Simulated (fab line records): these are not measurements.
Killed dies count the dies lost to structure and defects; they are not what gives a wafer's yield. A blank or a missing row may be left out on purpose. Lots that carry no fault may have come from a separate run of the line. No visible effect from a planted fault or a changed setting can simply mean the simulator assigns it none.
Struck lot and sound lot, side by side -- flow sky130 -- 15 steps out of a route of 708
Sound: wafers L408.1, L408.3, L408.4. Struck: wafer L403.3 (L403.2, L403.6, from the same lot, were not struck and are left out); the cause is given at the end.
For every step that has rows: the tool of each side, followed by ch and its chambers, followed by its first start. Under that, the readings that differ: sound wafers -- struck wafers -- difference of the means -- sigmas: that difference in standard deviations of wafers without a fault.
alike: readings with means less than 2 such deviations apart, plus words and numbers identical on both sides. not compared: withheld readings, readings lacking a value on some wafer, bounds such as >300 that could conceal the same value, and numbers that have no deviation in the record and whose values overlap.
A row with sigmas, a row that says differs or no value, or rows on one side alone: a step with any of these is where the two part. When numbers do not overlap yet have no deviation, they are printed without sigmas and do not part them. A reading that every wafer of one side lacks parts them only if that side has two wafers or more.

SKY_GATE_OXIDE_OVL_MEAS_10:
  sound: overlay-02 at day 17 19:27; struck: overlay-02 at day 16 11:43
reading,sound,struck,difference,sigmas
GATE_OXIDE_OVL (nm),-2.0 -0.4 1.3,3.8,+4.2,+3
then, 2 steps without rows for these wafers: SKY_GATE_OXIDE_IMPLANT_11; SKY_GATE_OXIDE_WET_ETCH_12 (etches SiO2 in dHF, target depth 16.8 nm, time 336 s).
SKY_GATE_OXIDE_STRIP_13: strips in O2/N2.
  sound on plasma-asher-02 ch 0,1, day 17 19:44; struck on plasma-asher-01 ch 1, day 16 12:00
  alike: drypump-motor-current-A, oes-product-au, strip-time-to-endpoint-s
  not compared: rf-hours-counter-h
SKY_GATE_OXIDE_TW_MEAS_14:
  sound: film-metro-04 at day 17 19:50; struck: film-metro-03 at day 16 12:07
  alike: GATE_OXIDE_TW
then, 3 steps without rows for these wafers: SKY_GATE_OXIDE_CLEAN_15 (cleans in SC1/SC2, time 150 s); SKY_GATE_OXIDE_OXIDATION_16 (stabilise 600 s, purge 300 s, target thk 3.57 nm); SKY_POLY_GATE_CVD_00 (deposits poly-Si, target thk 180 nm, time 720 s).
SKY_POLY_GATE_THK_MEAS_01:
  sound: film-metro-01 at day 17 23:44; struck: film-metro-03 at day 16 15:07
  alike: POLY_GATE_CVD_00_THK
then, 3 steps without rows for these wafers: SKY_RES_PROTECT_DEHYDRATE_00 (time 60 s); SKY_RES_PROTECT_HMDS_01 (prime time 60 s); SKY_RES_PROTECT_COAT_02 (resist thk 1140 nm).
SKY_RES_PROTECT_SOFTBAKE_03: time 60 s.
  sound on litho-track-01 ch 0, day 18 14:43; struck on litho-track-02 ch 0, day 17 05:14
reading,sound,struck,difference,sigmas
heater-power-total-W (W),56.52 56.54 56.62,57.84,+1.28,+26
run-length-s (s),89.32 89.37 89.29,86.04,-3.29,-16
  alike: exhaust-pa
then, 1 step without rows for these wafers: SKY_RES_PROTECT_EXPOSE_04 (exposes mask RPM, target cd 1270 nm).
-- record jumps: 31 days separate the struck wafers' starts on either side; left off in module RES_PROTECT, taken up again in module PAD_OPEN, whose first shown step is the route's number 708 --
SKY_PAD_OPEN_PROBE_99:
  sound: prober-02 at day 48 21:35; struck: prober-02 at day 47 21:02
reading,sound,struck,difference,sigmas
killed_at_M4_up,2 1 4,6,+4,+2
  alike: killed_at_M0_to_M3, killed-at-contacts, killed-at-front-end, killed-at-other, killed-dies, killed-open, killed-short

WHERE THEY PART
First at SKY_GATE_OXIDE_OVL_MEAS_10; last, within this record, at SKY_PAD_OPEN_PROBE_99.

WHY: what had been put in by the simulator
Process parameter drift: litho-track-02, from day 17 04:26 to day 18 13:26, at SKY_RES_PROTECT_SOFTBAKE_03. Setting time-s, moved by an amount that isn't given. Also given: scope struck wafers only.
